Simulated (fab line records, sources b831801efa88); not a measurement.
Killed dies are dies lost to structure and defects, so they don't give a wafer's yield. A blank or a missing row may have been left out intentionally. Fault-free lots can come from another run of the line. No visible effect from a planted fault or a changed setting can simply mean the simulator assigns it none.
Comparing a struck lot with a sound one -- flow sfq_line -- 13 out of 325 route steps
Sound: these wafers, L785.1, L785.4, L785.5. Struck: wafer L792.2; the same lot's L792.1 was not struck, so it is left out; see the end for the cause.
For every step that has rows: the tool of each side, followed by ch and its chambers, followed by its first start. Under that, the readings that differ: sound wafers -- struck wafers -- difference of the means -- sigmas: that difference in standard deviations of wafers without a fault.
alike: readings whose means differ by less than 2 such deviations, and words and numbers that are the same on both sides. not compared: withheld readings, readings that some wafer has no value for, bounds like >300 that may hide the same value, and numbers for which the record gives no deviation and whose values overlap.
Wherever a step has rows on one side only, a row that says differs or no value, or a row with sigmas, the two part there. Numbers that don't overlap but have no deviation are shown without sigmas and don't part them. A reading that every wafer of one side lacks parts them only if that side has two wafers or more.

SFQ_INCOMING_BOW_MEAS_900:
  sound: film_metro-04 at day 2 21:00; struck: film_metro-01 at day 4 08:00
  alike: INCOMING_BOW
then, 1 step without rows for these wafers: SFQ_TRILAYER_INCOMING_OXIDATION_002 (target thk 500 nm, ox time 4939 s).
SFQ_TRILAYER_L0_DEP_SPUTTER_003: material MoNx KI, target thk 40 nm, time 100 s.
  sound: pvd_sputter-03 at day 2 23:29; struck: pvd_sputter-06 at day 4 10:29
  alike: throttle_valve_pct
SFQ_L0_RS_MEAS_901: measurement is done with a four-point probe.
  sound: film_metro-01 at day 2 23:34; struck: film_metro-02 at day 4 10:34
  alike: L0_MONX_KI_RS
SFQ_L0_THK_MEAS_902: measures by xrf.
  sound: film_metro-01 at day 2 23:41; struck: film_metro-02 at day 4 10:41
  alike: L0_MONX_KI_THK
SFQ_TRILAYER_L0_LITHO_COAT_010: resist thk 62 nm.
  sound on litho_track-04 ch 0, day 2 23:44; struck on litho_track-04 ch 0, day 4 10:44
reading,sound,struck,difference,sigmas
model.BARC_of_TRILAYER_L0_LITHO_COAT_010.thk_nm (nm),62.13 61.76 61.97,67.14,+5.19,
then, 5 steps without rows for these wafers: SFQ_TRILAYER_L0_LITHO_COAT_005 (resist thk 600 nm); SFQ_TRILAYER_L0_LITHO_SOFTBAKE_009; SFQ_TRILAYER_L0_LITHO_EXPOSE_006 (exposes mask L0, target cd 2000 nm); SFQ_TRILAYER_L0_LITHO_PEB_008 (peb time 60 s); SFQ_TRILAYER_L0_LITHO_DEVELOP_007 (time 60 s).
SFQ_TRILAYER_L0_BARC_OPEN_METAL_ETCH_010: etches BARC in O2, target depth 125 nm, time 41.7 s.
  sound on rie_metal-04 ch 0, day 4 05:23; struck on rie_metal-02 ch 1, day 5 22:07
reading,sound,struck,difference,sigmas
oes_product_au (a.u.),0.679 0.694 0.693,0.716,+0.027,+6
model.etch.depth_nm (nm),62.13 61.76 61.97,67.14,+5.19,
  alike: drypump_motor_current_A
  not compared: rf_hours_counter_h
SFQ_TRILAYER_L0_ETCH_METAL_ETCH_008: etches MoNx KI in SF6/O2, stops on SiO2, target depth 50 nm, time 25 s.
  sound on rie_metal-04 ch 0, day 4 05:28; struck on rie_metal-02 ch 1, day 5 22:10
reading,sound,struck,difference,sigmas
oes_product_au (a.u.),0.874 0.863 0.865,0.884,+0.017,+3
  alike: drypump_motor_current_A
  not compared: rf_hours_counter_h

## WHERE THEY PART
Last at SFQ_TRILAYER_L0_ETCH_METAL_ETCH_008 as far as this record goes, first at SFQ_TRILAYER_L0_BARC_OPEN_METAL_ETCH_010.

WHY: what the simulator had put in
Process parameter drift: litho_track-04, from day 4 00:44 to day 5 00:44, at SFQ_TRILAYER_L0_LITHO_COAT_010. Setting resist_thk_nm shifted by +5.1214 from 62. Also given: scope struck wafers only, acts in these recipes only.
